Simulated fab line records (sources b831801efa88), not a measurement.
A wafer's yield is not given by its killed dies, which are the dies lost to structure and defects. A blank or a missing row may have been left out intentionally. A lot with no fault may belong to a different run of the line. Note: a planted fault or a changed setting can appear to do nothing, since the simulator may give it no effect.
Chamber matching | flow gf180mcu | GF_V5_CVD_02 on pecvd-02: 3 sister chambers
The step deposits SiO2 from TEOS, target thk 1450 nm, time 163.28 s. 14 wafers are shown with their chamber, then 7 later ones without.

== WAFERS PAIRED WITH THEIR CHAMBERS ==
wafer  | chamber | heaterPowerW (W) | rfFwdPowerW (W) | susceptorTempC (C)
L254.1 | 0       | 854              | 596.9           | 399.99
L254.3 | 2       | 529              | 597.2           | 399.84
L254.6 | 0       | 714              | 595.1           | 399.78
L255.2 | 0       | 879              | 597.4           | 399.72
L255.3 | 1       | 662              | 599.5           | 399.69
L255.4 | 0       | 715              | 594.5           | 399.83
L256.1 | 0       | 775              | 594.2           | 400.10
L256.3 | 1       | 726              | 597.7           | 400.23
L256.5 | 2       | 460              | 598.6           | 399.88
L258.3 | 2       | 508              | 597.1           | 399.97
L258.4 | 2       | 546              | 595.4           | 399.95
L258.5 | 0       | 875              | 594.9           | 399.81
L264.1 | 0       | 795              | 594.8           | 400.04
L264.3 | 1       | 741              | 597.5           | 399.99

SIGNATURES (averages over the wafers above)
reading        | chamber 0 | chamber 1 | chamber 2 | scatter within a chamber
heaterPowerW   | 801.00    | 709.67    | 510.75    | 58.6
rfFwdPowerW    | 595.400   | 598.233   | 597.075   | 1.23
susceptorTempC | 399.8957  | 399.9700  | 399.9100  | 0.161
Rule: a wafer's distance from a chamber is the root of the sum, over the readings, of the square of ((its reading less the chamber's mean) divided by the reading's scatter). If the next closest chamber is less than 2 further off than the closest, the wafer can't be placed; otherwise it belongs to the closest. How the scatter is found: for the shown wafers, subtract from each reading the mean of its chamber, square and add these, divide the total by (wafers less chambers), then take the root.

== WAFERS WHOSE CHAMBER IS MISSING ==
wafer  | heaterPowerW (W) | rfFwdPowerW (W) | susceptorTempC (C)
L264.4 | 461              | 597.0           | 399.60
L266.1 | 872              | 595.2           | 399.75
L266.3 | 470              | 597.5           | 399.67
L266.6 | 714              | 594.3           | 399.76
L273.2 | 835              | 596.5           | 400.06
L273.4 | 450              | 597.6           | 400.11
L273.6 | 711              | 599.2           | 400.22

== EACH ONE'S CHAMBER ==
wafer  | from the rows above     | in truth
L264.4 | 2                       | 2
L266.1 | 0                       | 0
L266.3 | 2                       | 2
L266.6 | can't be placed: 0 or 1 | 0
L273.2 | can't be placed: 0 or 1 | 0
L273.4 | 2                       | 2
L273.6 | 1                       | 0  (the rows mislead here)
4 of 7 placed correctly. Can't be placed from these rows: 2 (the true chamber is among the candidates in 2). Number placed wrongly: 1.
